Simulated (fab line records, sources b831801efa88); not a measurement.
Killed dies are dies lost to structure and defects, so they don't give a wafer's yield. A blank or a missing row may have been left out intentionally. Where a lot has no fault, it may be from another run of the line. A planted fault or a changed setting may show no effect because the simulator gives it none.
fab line records	flow gf180mcu
record: lots: 24	wafers: 72	lastDay: 34
route steps=602 shown M1@321 M2@362 V2@403 V3@451 MIM@505
lots that met no fault: from a run of the same line without faults
startH: hours from the record's opening day to when the first of the lot's shown wafers began	waitH: hours elapsed since this lot's preceding step	" unchanged from the row above	L1.1+2: a row that stands for several wafers	- no value, or no start was given	* or withheld: withheld	< > ~ a bound
route shown NAME@n: names a module that has steps shown in the file, with the first one's number in the route	usual: mean/standard deviation taken from wafers without a fault	same: alike in all rows	chamber/n: place in a boat	sites: readings site by site	_std_site: the values' standard deviation	_edge_site: the outer-site mean with the inner-site mean subtracted	radiusMm: for every site, how far away it sits from the centre of the wafer	mask NAME#n: copy n	behind: the last tool/chamber to shape the wafer	hold: why the lot went on hold/how many hours it stayed there/how the hold came to an end	device: names the non-switching transistor (n, p or np)	end of line: the route-end tests of the same wafers	for a step that has no rows: nothing shown but its recipe	killed: the dies lost at the first sort to structure and to defects; this is not the yield of the wafer	map: the dies of a wafer, with x for killed, . for not killed, _ for no die there
set.NAME: setting as actually run; set.NAME@STEP: the setting as run at that earlier step	model.NAME: the simulator's own value behind a step, which no gauge read
one table for each step of the route and one row for each wafer, over a sample of lots
services: from which hour (startH, from the record's first day; less than 0 if before it) a tool's chamber was out of use, for how many hours, and why
== steps ==
step: GF_M1_THK_MEAS_06
recipe: thkMeasGauge: xrf	reads: AlCu_of_M1_SPUTTER_02
usual: M1_ALCU_THK: 458/5.6
lot.wafer	tool	chamber	startH	waitH	M1_ALCU_THK[nm]
L074.3	filmMetro-03	-	363.03	0.1	462
L074.5	"	-	"	"	466
L074.6	"	-	"	"	454
L075.1	filmMetro-03	-	376.65	0.1	455
L075.3	"	-	"	"	461
L075.4	"	-	"	"	464
L076.2	filmMetro-04	-	381.05	0.1	460
L076.3	"	-	"	"	450
L076.6	"	-	"	"	458
L077.2	filmMetro-04	-	392.48	0.1	459
L077.3	"	-	"	"	458
L077.5	"	-	"	"	461
L078.4	filmMetro-03	-	408.30	0.1	458
L078.5	"	-	"	"	455
L078.6	"	-	"	"	458
L079.1	filmMetro-04	-	411.02	0.1	464
L079.3	"	-	"	"	466
L079.4	"	-	"	"	466
L080.1	filmMetro-04	-	422.84	0.1	456
L080.3	"	-	"	"	461
L080.5	"	-	"	"	461
L081.3	filmMetro-02	-	428.02	0.1	460
L081.5	"	-	"	"	458
L081.6	"	-	"	"	463
L082.3	filmMetro-02	-	438.30	0.1	464
L082.5	"	-	"	"	461
L082.6	"	-	"	"	462
L083.1	filmMetro-02	-	440.94	0.1	461
L083.3	"	-	"	"	465
L083.6	"	-	"	"	468
L084.1	filmMetro-03	-	458.69	0.1	464
L084.2	"	-	"	"	469
L084.5	"	-	"	"	465
L085.1	filmMetro-03	-	473.89	0.1	460
L085.4	"	-	"	"	452
L085.5	"	-	"	"	465
L086.3	filmMetro-02	-	475.18	0.1	454
L086.4	"	-	"	"	450
L086.6	"	-	"	"	455
L087.2	filmMetro-04	-	486.15	0.1	455
L087.3	"	-	"	"	450
L087.6	"	-	"	"	449
L088.2	filmMetro-04	-	494.79	0.1	457
L088.4	"	-	"	"	461
L088.5	"	-	"	"	451
L089.4	filmMetro-03	-	506.09	0.1	460
L089.5	"	-	"	"	459
L089.6	"	-	"	"	455
L090.3	filmMetro-04	-	514.02	0.1	452
L090.5	"	-	"	"	455
L090.6	"	-	"	"	451
L091.1	filmMetro-03	-	518.34	0.1	460
L091.4	"	-	"	"	467
L091.5	"	-	"	"	457
L092.3	filmMetro-04	-	527.50	0.1	457
L092.4	"	-	"	"	451
L092.6	"	-	"	"	449
L093.2	filmMetro-02	-	530.28	0.1	448
L093.4	"	-	"	"	446
L093.5	"	-	"	"	449
L094.2	filmMetro-03	-	539.36	0.1	447
L094.3	"	-	"	"	449
L094.4	"	-	"	"	452
L095.2	filmMetro-03	-	546.28	0.1	465
L095.5	"	-	"	"	459
L095.6	"	-	"	"	461
L096.1	filmMetro-04	-	557.01	0.1	455
L096.2	"	-	"	"	458
L096.3	"	-	"	"	461
L097.2	filmMetro-04	-	564.01	0.1	457
L097.5	"	-	"	"	463
L097.6	"	-	"	"	454
step: GF_M2_SPUTTER_00
recipe: material: Ti	targetThkNm: 37.5	arrivingIonEnergyEv: 80	substrateTempC: 200	chamberPressurePa: 2	powerW: 4000	timeS: 150
usual: throttleValvePct: 29.9/0.7
same: timeS: 150
lot.wafer	tool	chamber	startH	waitH	throttleValvePct
L074.3	pvdSputter-01	-	412.08	0.1	30.3
L074.5	"	-	"	"	28.9
L074.6	"	-	"	"	28.7
L075.1	pvdSputter-03	-	426.70	0.1	29.4
L075.3	"	-	"	"	29.2
L075.4	"	-	"	"	30.4
L076.2	pvdSputter-01	-	430.07	0.1	28.8
L076.3	"	-	"	"	30.5
L076.6	"	-	"	"	30.5
L077.2	pvdSputter-03	-	444.08	0.1	29.3
L077.3	"	-	"	"	30.1
L077.5	"	-	"	"	29.4
L078.4	pvdSputter-01	-	460.34	0.2	30.8
L078.5	"	-	"	"	28.8
L078.6	"	-	"	"	30.3
L079.1	pvdSputter-01	-	462.36	0.1	29.1
L079.3	"	-	"	"	30.5
L079.4	"	-	"	"	30.2
L080.1	pvdSputter-02	-	474.99	0.2	30.3
L080.3	"	-	"	"	30.1
L080.5	"	-	"	"	30.2
L081.3	pvdSputter-02	-	479.42	0.1	30.2
L081.5	"	-	"	"	30.0
L081.6	"	-	"	"	30.0
L082.3	pvdSputter-01	-	489.61	0.1	29.0
L082.5	"	-	"	"	30.3
L082.6	"	-	"	"	30.7
L083.1	pvdSputter-02	-	491.56	0.2	29.9
L083.3	"	-	"	"	30.0
L083.6	"	-	"	"	30.1
L084.1	pvdSputter-02	-	509.92	0.2	30.9
L084.2	"	-	"	"	30.3
L084.5	"	-	"	"	29.6
L085.1	pvdSputter-02	-	524.99	0.2	30.0
L085.4	"	-	"	"	29.9
L085.5	"	-	"	"	31.0
L086.3	pvdSputter-02	-	526.33	0.1	30.9
L086.4	"	-	"	"	30.1
L086.6	"	-	"	"	30.9
L087.2	pvdSputter-01	-	536.23	0.1	28.7
L087.3	"	-	"	"	30.9
L087.6	"	-	"	"	29.0
L088.2	pvdSputter-02	-	544.43	0.1	30.9
L088.4	"	-	"	"	29.8
L088.5	"	-	"	"	30.0
L089.4	pvdSputter-01	-	555.48	0.2	30.1
L089.5	"	-	"	"	28.8
L089.6	"	-	"	"	29.0
L090.3	pvdSputter-01	-	562.38	0.1	30.2
L090.5	"	-	"	"	30.2
L090.6	"	-	"	"	30.7
L091.1	pvdSputter-03	-	567.33	0.2	29.4
L091.4	"	-	"	"	30.3
L091.5	"	-	"	"	29.2
L092.3	pvdSputter-03	-	574.66	0.1	30.2
L092.4	"	-	"	"	29.2
L092.6	"	-	"	"	30.5
L093.2	pvdSputter-02	-	578.08	0.1	29.9
L093.4	"	-	"	"	30.1
L093.5	"	-	"	"	30.2
L094.2	pvdSputter-03	-	586.95	0.2	30.4
L094.3	"	-	"	"	30.5
L094.4	"	-	"	"	29.0
L095.2	pvdSputter-02	-	592.99	0.2	30.2
L095.5	"	-	"	"	30.7
L095.6	"	-	"	"	30.1
L096.1	pvdSputter-01	-	602.85	0.1	30.6
L096.2	"	-	"	"	30.4
L096.3	"	-	"	"	28.9
L097.2	pvdSputter-01	-	611.33	0.2	30.6
L097.5	"	-	"	"	29.0
L097.6	"	-	"	"	29.0
step: GF_V2_SPUTTER_21
recipe: material: Ti	targetThkNm: 15	chamberPressurePa: 5	powerW: 2500	substrateTempC: 200	timeS: 80.02
usual: throttleValvePct: 29.9/0.78
same: timeS: 80.02
lot.wafer	tool	chamber	startH	waitH	throttleValvePct
L074.3	pvdSputter-04	-	463.65	0.0	30.7
L074.5	"	-	"	"	30.8
L074.6	"	-	"	"	28.6
L075.1	pvdSputter-01	-	477.89	0.0	30.5
L075.3	"	-	"	"	28.8
L075.4	"	-	"	"	30.6
L076.2	pvdSputter-02	-	481.60	0.0	30.0
L076.3	"	-	"	"	30.9
L076.6	"	-	"	"	29.7
L077.2	pvdSputter-04	-	495.50	0.0	30.6
L077.3	"	-	"	"	30.2
L077.5	"	-	"	"	30.7
L078.4	pvdSputter-04	-	511.23	0.0	30.5
L078.5	"	-	"	"	28.8
L078.6	"	-	"	"	30.4
L079.1	pvdSputter-04	-	513.43	0.0	30.3
L079.3	"	-	"	"	30.4
L079.4	"	-	"	"	28.6
L080.1	pvdSputter-04	-	525.41	0.0	29.9
L080.3	"	-	"	"	30.6
L080.5	"	-	"	"	30.5
L081.3	pvdSputter-01	-	529.10	0.0	28.8
L081.5	"	-	"	"	28.9
L081.6	"	-	"	"	28.5
L082.3	pvdSputter-04	-	538.18	0.0	30.4
L082.5	"	-	"	"	28.4
L082.6	"	-	"	"	30.3
L083.1	pvdSputter-02	-	541.22	0.0	30.7
L083.3	"	-	"	"	30.0
L083.6	"	-	"	"	30.1
L084.1	pvdSputter-02	-	557.15	0.0	30.2
L084.2	"	-	"	"	30.9
L084.5	"	-	"	"	29.8
L085.1	pvdSputter-02	-	571.80	0.0	30.4
L085.4	"	-	"	"	30.2
L085.5	"	-	"	"	29.9
L086.3	pvdSputter-01	-	573.52	0.0	30.1
L086.4	"	-	"	"	28.6
L086.6	"	-	"	"	29.0
L087.2	pvdSputter-04	-	583.12	0.0	28.3
L087.3	"	-	"	"	30.6
L087.6	"	-	"	"	30.3
L088.2	pvdSputter-04	-	590.50	0.0	30.7
L088.4	"	-	"	"	30.1
L088.5	"	-	"	"	28.4
L089.4	pvdSputter-04	-	600.82	0.0	31.0
L089.5	"	-	"	"	29.6
L089.6	"	-	"	"	30.2
L090.3	pvdSputter-02	-	607.12	0.0	30.0
L090.5	"	-	"	"	30.1
L090.6	"	-	"	"	30.1
L091.1	pvdSputter-04	-	612.10	0.0	30.3
L091.4	"	-	"	"	30.5
L091.5	"	-	"	"	29.9
L092.3	pvdSputter-04	-	618.92	0.0	30.0
L092.4	"	-	"	"	30.5
L092.6	"	-	"	"	30.4
L093.2	pvdSputter-01	-	622.43	0.0	30.7
L093.4	"	-	"	"	30.4
L093.5	"	-	"	"	29.0
L094.2	pvdSputter-02	-	632.05	0.0	30.0
L094.3	"	-	"	"	30.9
L094.4	"	-	"	"	30.2
L095.2	pvdSputter-01	-	636.70	0.0	28.8
L095.5	"	-	"	"	28.8
L095.6	"	-	"	"	30.9
L096.1	pvdSputter-01	-	645.51	0.0	29.9
L096.2	"	-	"	"	28.9
L096.3	"	-	"	"	30.6
L097.2	pvdSputter-01	-	654.03	0.0	30.7
L097.5	"	-	"	"	30.7
L097.6	"	-	"	"	29.1
step: GF_V2_THK_MEAS_25
recipe: thkMeasGauge: xrf	reads: W_of_V2_CVD_23
usual: V2_W_THK: 345/5.2
lot.wafer	tool	chamber	startH	waitH	V2_W_THK[nm]
L074.3	filmMetro-02	-	464.00	0.1	342
L074.5	"	-	"	"	341
L074.6	"	-	"	"	344
L075.1	filmMetro-02	-	478.22	0.1	348
L075.3	"	-	"	"	343
L075.4	"	-	"	"	339
L076.2	filmMetro-04	-	481.94	0.1	347
L076.3	"	-	"	"	347
L076.6	"	-	"	"	347
L077.2	filmMetro-04	-	495.84	0.1	340
L077.3	"	-	"	"	340
L077.5	"	-	"	"	338
L078.4	filmMetro-02	-	511.59	0.1	346
L078.5	"	-	"	"	354
L078.6	"	-	"	"	351
L079.1	filmMetro-02	-	513.76	0.1	348
L079.3	"	-	"	"	346
L079.4	"	-	"	"	347
L080.1	filmMetro-02	-	525.74	0.1	346
L080.3	"	-	"	"	344
L080.5	"	-	"	"	348
L081.3	filmMetro-04	-	529.45	0.1	348
L081.5	"	-	"	"	350
L081.6	"	-	"	"	347
L082.3	filmMetro-01	-	538.53	0.1	352
L082.5	"	-	"	"	348
L082.6	"	-	"	"	347
L083.1	filmMetro-02	-	541.55	0.1	345
L083.3	"	-	"	"	346
L083.6	"	-	"	"	346
L084.1	filmMetro-02	-	557.48	0.1	349
L084.2	"	-	"	"	346
L084.5	"	-	"	"	350
L085.1	filmMetro-01	-	572.13	0.1	351
L085.4	"	-	"	"	350
L085.5	"	-	"	"	348
L086.3	filmMetro-01	-	573.87	0.1	345
L086.4	"	-	"	"	353
L086.6	"	-	"	"	342
L087.2	filmMetro-01	-	583.46	0.1	333
L087.3	"	-	"	"	339
L087.6	"	-	"	"	335
L088.2	filmMetro-04	-	590.95	0.1	346
L088.4	"	-	"	"	352
L088.5	"	-	"	"	350
L089.4	filmMetro-04	-	601.18	0.1	336
L089.5	"	-	"	"	346
L089.6	"	-	"	"	335
L090.3	filmMetro-02	-	607.47	0.1	352
L090.5	"	-	"	"	342
L090.6	"	-	"	"	347
L091.1	filmMetro-01	-	612.43	0.1	351
L091.4	"	-	"	"	348
L091.5	"	-	"	"	351
L092.3	filmMetro-02	-	619.27	0.1	337
L092.4	"	-	"	"	343
L092.6	"	-	"	"	329
L093.2	filmMetro-02	-	622.77	0.1	347
L093.4	"	-	"	"	344
L093.5	"	-	"	"	344
L094.2	filmMetro-01	-	632.39	0.1	342
L094.3	"	-	"	"	347
L094.4	"	-	"	"	341
L095.2	filmMetro-04	-	637.04	0.1	336
L095.5	"	-	"	"	335
L095.6	"	-	"	"	332
L096.1	filmMetro-01	-	645.84	0.1	350
L096.2	"	-	"	"	345
L096.3	"	-	"	"	351
L097.2	filmMetro-04	-	654.37	0.1	343
L097.5	"	-	"	"	342
L097.6	"	-	"	"	335
step: GF_V3_SPUTTER_22
recipe: material: TiN	targetThkNm: 10	chamberPressurePa: 5	powerW: 4000	timeS: 40
usual: throttleValvePct: 30.1/0.63
same: timeS: 40
lot.wafer	tool	chamber	startH	waitH	throttleValvePct
L074.3	pvdSputter-02	-	515.53	0.0	30.1
L074.5	"	-	"	"	30.1
L074.6	"	-	"	"	31.0
L075.1	pvdSputter-03	-	527.98	0.0	29.1
L075.3	"	-	"	"	30.5
L075.4	"	-	"	"	29.3
L076.2	pvdSputter-04	-	532.04	0.0	30.3
L076.3	"	-	"	"	28.6
L076.6	"	-	"	"	30.8
L077.2	pvdSputter-03	-	545.20	0.0	29.1
L077.3	"	-	"	"	30.4
L077.5	"	-	"	"	29.4
L078.4	pvdSputter-04	-	560.01	0.0	30.4
L078.5	"	-	"	"	30.6
L078.6	"	-	"	"	28.7
L079.1	pvdSputter-03	-	561.91	0.0	30.3
L079.3	"	-	"	"	29.3
L079.4	"	-	"	"	30.6
L080.1	pvdSputter-04	-	573.16	0.0	28.6
L080.3	"	-	"	"	30.7
L080.5	"	-	"	"	30.5
L081.3	pvdSputter-02	-	576.51	0.0	30.1
L081.5	"	-	"	"	31.0
L081.6	"	-	"	"	30.2
L082.3	pvdSputter-04	-	585.75	0.0	31.0
L082.5	"	-	"	"	30.3
L082.6	"	-	"	"	30.5
L083.1	pvdSputter-04	-	587.91	0.0	28.3
L083.3	"	-	"	"	30.6
L083.6	"	-	"	"	30.0
L084.1	pvdSputter-03	-	603.81	0.0	30.1
L084.2	"	-	"	"	30.7
L084.5	"	-	"	"	30.1
L085.1	pvdSputter-03	-	616.47	0.1	29.4
L085.4	"	-	"	"	30.4
L085.5	"	-	"	"	29.3
L086.3	pvdSputter-02	-	619.68	0.0	30.8
L086.4	"	-	"	"	30.0
L086.6	"	-	"	"	30.9
L087.2	pvdSputter-02	-	628.45	0.0	31.0
L087.3	"	-	"	"	30.2
L087.6	"	-	"	"	29.9
L088.2	pvdSputter-02	-	635.36	0.0	30.3
L088.4	"	-	"	"	30.1
L088.5	"	-	"	"	30.1
L089.4	pvdSputter-04	-	645.05	0.0	30.1
L089.5	"	-	"	"	30.0
L089.6	"	-	"	"	30.9
L090.3	pvdSputter-03	-	650.66	0.0	30.5
L090.5	"	-	"	"	29.2
L090.6	"	-	"	"	30.4
L091.1	pvdSputter-02	-	655.43	0.0	31.1
L091.4	"	-	"	"	30.1
L091.5	"	-	"	"	30.1
L092.3	pvdSputter-02	-	661.04	0.0	31.0
L092.4	"	-	"	"	30.2
L092.6	"	-	"	"	30.1
L093.2	pvdSputter-02	-	666.04	0.0	30.0
L093.4	"	-	"	"	30.9
L093.5	"	-	"	"	31.2
L094.2	pvdSputter-02	-	675.08	0.0	29.8
L094.3	"	-	"	"	30.1
L094.4	"	-	"	"	30.0
L095.2	pvdSputter-02	-	679.41	0.0	29.9
L095.5	"	-	"	"	30.9
L095.6	"	-	"	"	29.6
L096.1	pvdSputter-02	-	687.89	0.0	29.7
L096.2	"	-	"	"	29.8
L096.3	"	-	"	"	31.2
L097.2	pvdSputter-03	-	694.94	0.0	29.2
L097.5	"	-	"	"	30.3
L097.6	"	-	"	"	30.3
step: GF_MIM_SPUTTER_02
recipe: material: AlCu	targetThkNm: 450	powerW: 10600	timeS: 23.9	chamberPressurePa: 0.4
usual: throttleValvePct: 29.8/0.73
same: timeS: 23.9
lot.wafer	tool	chamber	startH	waitH	throttleValvePct
L074.3	pvdSputter-04	-	564.58	0.0	28.8
L074.5	"	-	"	"	28.6
L074.6	"	-	"	"	30.5
L075.1	pvdSputter-01	-	576.38	0.0	30.8
L075.3	"	-	"	"	28.9
L075.4	"	-	"	"	30.8
L076.2	pvdSputter-03	-	581.02	0.0	30.6
L076.3	"	-	"	"	29.2
L076.6	"	-	"	"	30.4
L077.2	pvdSputter-01	-	592.72	0.0	30.2
L077.3	"	-	"	"	28.8
L077.5	"	-	"	"	30.0
L078.4	pvdSputter-04	-	606.69	0.0	30.1
L078.5	"	-	"	"	28.8
L078.6	"	-	"	"	31.0
L079.1	pvdSputter-04	-	608.90	0.0	30.4
L079.3	"	-	"	"	30.7
L079.4	"	-	"	"	30.3
L080.1	pvdSputter-03	-	619.53	0.0	29.3
L080.3	"	-	"	"	30.3
L080.5	"	-	"	"	30.1
L081.3	pvdSputter-03	-	622.48	0.0	29.2
L081.5	"	-	"	"	30.3
L081.6	"	-	"	"	30.4
L082.3	pvdSputter-03	-	631.07	0.0	30.3
L082.5	"	-	"	"	29.0
L082.6	"	-	"	"	29.4
L083.1	pvdSputter-01	-	633.45	0.0	28.8
L083.3	"	-	"	"	30.3
L083.6	"	-	"	"	30.7
L084.1	pvdSputter-03	-	649.29	0.0	30.2
L084.2	"	-	"	"	29.3
L084.5	"	-	"	"	30.1
L085.1	pvdSputter-03	-	660.70	0.0	30.3
L085.4	"	-	"	"	30.2
L085.5	"	-	"	"	30.5
L086.3	pvdSputter-03	-	663.55	0.0	30.5
L086.4	"	-	"	"	29.2
L086.6	"	-	"	"	30.1
L087.2	pvdSputter-01	-	672.22	0.0	29.9
L087.3	"	-	"	"	29.2
L087.6	"	-	"	"	28.9
L088.2	pvdSputter-01	-	679.08	0.0	28.9
L088.4	"	-	"	"	28.9
L088.5	"	-	"	"	30.2
L089.4	pvdSputter-01	-	687.02	0.0	29.1
L089.5	"	-	"	"	28.7
L089.6	"	-	"	"	30.2
L090.3	pvdSputter-04	-	693.82	0.0	28.8
L090.5	"	-	"	"	30.8
L090.6	"	-	"	"	30.1
L091.1	pvdSputter-01	-	697.06	0.0	28.9
L091.4	"	-	"	"	30.6
L091.5	"	-	"	"	28.9
L092.3	pvdSputter-03	-	703.21	0.0	30.4
L092.4	"	-	"	"	29.3
L092.6	"	-	"	"	30.0
L093.2	pvdSputter-04	-	706.99	0.0	30.4
L093.4	"	-	"	"	28.5
L093.5	"	-	"	"	30.6
L094.2	pvdSputter-01	-	716.41	0.0	28.9
L094.3	"	-	"	"	30.1
L094.4	"	-	"	"	29.9
L095.2	pvdSputter-01	-	720.07	0.0	29.1
L095.5	"	-	"	"	30.1
L095.6	"	-	"	"	28.8
L096.1	pvdSputter-04	-	728.18	0.0	30.8
L096.2	"	-	"	"	30.3
L096.3	"	-	"	"	30.0
L097.2	pvdSputter-04	-	734.88	0.0	28.4
L097.5	"	-	"	"	29.9
L097.6	"	-	"	"	30.1
== services ==
tool	chamber	startH	hours	kind
pvdSputter-03	3	405.51	-	consumableReplace:kit
pvdSputter-03	3	405.51	18.0	scheduledDown
pvdSputter-01	0	443.48	-	consumableReplace:kit
pvdSputter-01	0	443.48	18.0	scheduledDown
pvdSputter-01	0	443.48	18.0	ventCycle
pvdSputter-03	-	467.82	54.3	repair
pvdSputter-03	-	482.85	2.1	repair
pvdSputter-02	-	538.57	1.9	repair
pvdSputter-01	3	574.43	-	consumableReplace:kit
pvdSputter-01	3	574.43	18.0	scheduledDown
pvdSputter-01	3	574.43	18.0	ventCycle
pvdSputter-02	-	583.33	1.9	repair
pvdSputter-02	-	585.48	5.7	repair
pvdSputter-04	2	606.78	-	consumableReplace:kit
pvdSputter-04	2	606.78	18.0	scheduledDown
pvdSputter-04	2	606.78	18.0	ventCycle
pvdSputter-02	3	623.34	-	consumableReplace:kit
pvdSputter-02	3	623.34	18.0	scheduledDown
pvdSputter-02	3	623.34	18.0	ventCycle
pvdSputter-02	-	639.49	3.2	repair
pvdSputter-03	-	711.67	0.9	repair
pvdSputter-01	2	713.58	-	consumableReplace:kit
pvdSputter-01	2	713.58	18.0	scheduledDown
pvdSputter-01	2	713.58	18.0	ventCycle
== key ==
fault none
